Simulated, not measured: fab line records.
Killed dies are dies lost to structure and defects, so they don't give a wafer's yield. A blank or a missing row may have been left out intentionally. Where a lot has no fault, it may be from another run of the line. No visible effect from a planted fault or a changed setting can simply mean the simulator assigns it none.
A struck lot beside a sound one    flow sky130    46 out of 708 route steps
Sound: the wafers L968.3, L968.5, L968.6. Struck: wafers L961.1, L961.2, L961.3. Last of all comes the cause.
At each step with rows: each side's tool, then ch and its chambers, then its first start. Under that, the readings that differ: sound wafers    struck wafers    difference of the means    sigmas: that difference in standard deviations of wafers without a fault.
alike: readings whose means differ by less than 2 such deviations, and words and numbers that are the same on both sides. not compared: withheld readings, readings that some wafer has no value for, bounds like >300 that may hide the same value, and numbers for which the record gives no deviation and whose values overlap.
The two part at a step that has a row with sigmas, a row that says differs or no value, or rows on one side only. Numbers that don't overlap but have no deviation are shown without sigmas and don't part them. A reading missing from all wafers of one side parts the sides only when that side holds two or more wafers.

first, 5 steps without rows for these wafers: SKY_VT_ADJUST_HVTP_COAT_02 (resist thk 1140 nm); SKY_VT_ADJUST_HVTP_SOFTBAKE_03 (time 60 s); SKY_VT_ADJUST_HVTP_EXPOSE_04 (exposes mask HVTPM, target cd 380 nm); SKY_VT_ADJUST_HVTP_PEB_05; SKY_VT_ADJUST_HVTP_DEVELOP_06 (develop time 60 s).
SKY_VT_ADJUST_HVTP_CD_MEAS_07 targets a cd of 380 nm.
  struck on cd-sem-01, day 9 22:46; sound on cd-sem-01, day 11 14:29
  alike: cd-nm
SKY_VT_ADJUST_HVTP_OVL_MEAS_08:
  struck on overlay-01, day 9 22:53; sound on overlay-02, day 11 14:34
  alike: VT_ADJUST_HVTP_OVL
after that, 1 step had no rows for these wafers: SKY_VT_ADJUST_HVTP_IMPLANT_09.
SKY_VT_ADJUST_HVTP_STRIP_10: strips in O2/N2.
  sound on plasma-asher-04 ch 0,1, day 11 14:47; struck on plasma-asher-04 ch 0,1, day 9 23:04
  alike: drypump-motor-current-A, o2-flow-sccm, oes-product-au, strip-time-to-endpoint-s
  not compared: rf-hours-counter-h
SKY_VT_ADJUST_HVTP_TW_MEAS_11:
  struck on film-metro-02, day 9 23:10; sound on film-metro-04, day 11 14:52
reading            sound           struck          difference  sigmas
VT_ADJUST_HVTP_TW  1351 1342 1358  1335 1324 1329  -21         -2
then, 2 steps without rows for these wafers: SKY_VT_ADJUST_LVTN_DEHYDRATE_00 (time 60 s); SKY_VT_ADJUST_LVTN_HMDS_01 (prime time 60 s).
SKY_VT_ADJUST_LVTN_COAT_02: resist thk 3000 nm.
  sound on litho-track-03 ch 0, day 12 00:59; struck on litho-track-02, day 10 09:58
  no value came back on the struck wafers for chill-plate-temp-C (C), dispense-pressure-kPa (kPa); on the sound wafers chill-plate-temp-C (C) reads 23.03 22.99 22.97
then, 4 steps without rows for these wafers: SKY_VT_ADJUST_LVTN_SOFTBAKE_03; SKY_VT_ADJUST_LVTN_EXPOSE_04 (exposes mask NWM COMPLEMENT LESS NATIVE, target cd 840 nm); SKY_VT_ADJUST_LVTN_PEB_05; SKY_VT_ADJUST_LVTN_DEVELOP_06 (develop time 60 s).
SKY_VT_ADJUST_LVTN_OVL_MEAS_07:
  struck on overlay-02, day 10 21:32; sound on overlay-02, day 12 13:12
reading                  sound           struck  difference                     sigmas
VT_ADJUST_LVTN_OVL (nm)  -3.4 -2.2 -3.8  - - -   no value on the struck wafers  
after that, 1 step had no rows for these wafers: SKY_VT_ADJUST_LVTN_IMPLANT_08.
SKY_VT_ADJUST_LVTN_STRIP_09: strips in O2/N2.
  sound on plasma-asher-01 ch 0,1, day 12 13:25; struck on plasma-asher-02 ch 0,1, day 10 21:44
  no value came back on the struck wafers for oes-product-au (a.u.), strip-time-to-endpoint-s (s); on the sound wafers oes-product-au (a.u.) reads 0.725 0.722 0.712
reading                      sound           struck          difference  sigmas
drypump-motor-current-A (A)  5.33 5.33 5.13  5.68 5.92 5.89  +0.57       +2
o2-flow-sccm (sccm)          2984 2979 2999  2999 3005 3019  +20         +2
  not compared: rf-hours-counter-h
SKY_VT_ADJUST_LVTN_TW_MEAS_10:
  struck on film-metro-01, day 10 21:50; sound on film-metro-01, day 12 13:30
  alike: VT_ADJUST_LVTN_TW
then, 7 steps without rows for these wafers: SKY_VT_ADJUST_LVTN_DEHYDRATE_11 (time 60 s); SKY_VT_ADJUST_LVTN_HMDS_12 (prime time 60 s); SKY_VT_ADJUST_LVTN_COAT_13 (resist thk 1140 nm); SKY_VT_ADJUST_LVTN_SOFTBAKE_14 (time 60 s); SKY_VT_ADJUST_LVTN_EXPOSE_15 (exposes mask HVN STD DERIVED, target cd 600 nm); SKY_VT_ADJUST_LVTN_PEB_16; SKY_VT_ADJUST_LVTN_DEVELOP_17 (develop time 60 s).
SKY_VT_ADJUST_LVTN_OVL_MEAS_18:
  struck on overlay-02, day 11 20:14; sound on overlay-02, day 13 12:50
  alike: VT_ADJUST_LVTN_01_OVL
after that, 1 step had no rows for these wafers: SKY_VT_ADJUST_LVTN_IMPLANT_19.
SKY_VT_ADJUST_LVTN_STRIP_20: strips in O2/N2.
  sound on plasma-asher-02 ch 0,1, day 13 13:02; struck on plasma-asher-03 ch 0,1, day 11 20:26
reading                      sound           struck          difference  sigmas
drypump-motor-current-A (A)  5.68 5.69 5.93  5.26 5.31 5.31  -0.47       -2
  alike: o2-flow-sccm, oes-product-au, strip-time-to-endpoint-s
  not compared: rf-hours-counter-h
SKY_VT_ADJUST_LVTN_TW_MEAS_21:
  struck on film-metro-04, day 11 20:32; sound on film-metro-01, day 13 13:07
reading              sound              struck             difference  sigmas
VT_ADJUST_LVTN_2_TW  188.0 187.8 187.2  268.7 266.3 267.3  +79.8       +50
then, 7 steps without rows for these wafers: SKY_VT_ADJUST_NCORE_DEHYDRATE_00 (time 60 s); SKY_VT_ADJUST_NCORE_HMDS_01 (prime time 60 s); SKY_VT_ADJUST_NCORE_COAT_02 (resist thk 1140 nm); SKY_VT_ADJUST_NCORE_SOFTBAKE_03 (time 60 s); SKY_VT_ADJUST_NCORE_EXPOSE_04 (exposes mask LVTN COMPLEMENT THIN, target cd 380 nm); SKY_VT_ADJUST_NCORE_PEB_05; SKY_VT_ADJUST_NCORE_DEVELOP_06 (develop time 60 s).
SKY_VT_ADJUST_NCORE_CD_MEAS_07 targets a cd of 380 nm.
  struck on cd-sem-02, day 12 18:59; sound on cd-sem-01, day 14 14:17
  alike: cd-nm
SKY_VT_ADJUST_NCORE_OVL_MEAS_08:
  struck on overlay-01, day 12 19:07; sound on overlay-01, day 14 14:22
reading                   sound        struck          difference  sigmas
VT_ADJUST_NCORE_OVL (nm)  1.8 2.1 0.1  -1.6 -1.5 -1.4  -2.8        -2
after that, 1 step had no rows for these wafers: SKY_VT_ADJUST_NCORE_IMPLANT_09.
SKY_VT_ADJUST_NCORE_TW_MEAS_11:
  struck on film-metro-03, day 12 19:24; sound on film-metro-01, day 14 14:40
reading             sound              struck             difference  sigmas
VT_ADJUST_NCORE_TW  219.0 218.3 218.1  278.7 278.1 279.4  +60.3       +40
SKY_VT_ADJUST_HVTR_TW_MEAS_11:
  struck on film-metro-03, day 13 19:15; sound on film-metro-03, day 15 16:41
reading            sound              struck             difference  sigmas
VT_ADJUST_HVTR_TW  209.4 209.7 209.8  274.2 273.1 274.5  +64.3       +43
SKY_VT_ADJUST_PCH_TW_MEAS_10:
  struck on film-metro-04, day 14 21:29; sound on film-metro-02, day 16 19:46
reading           sound              struck             difference  sigmas
VT_ADJUST_PCH_TW  140.7 141.6 140.6  252.0 251.1 252.1  +110.8      +92
SKY_SONOS_TUNNEL_TW_MEAS_12:
  struck on film-metro-02, day 15 23:39; sound on film-metro-02, day 18 01:04
reading          sound              struck             difference  sigmas
SONOS_TUNNEL_TW  194.2 193.7 194.1  268.5 267.9 267.8  +74.1       +49

## WHERE THEY PART
Earliest at SKY_VT_ADJUST_HVTP_TW_MEAS_11; latest, in this record, at SKY_SONOS_TUNNEL_TW_MEAS_12.

WHY: whatever the simulator had introduced
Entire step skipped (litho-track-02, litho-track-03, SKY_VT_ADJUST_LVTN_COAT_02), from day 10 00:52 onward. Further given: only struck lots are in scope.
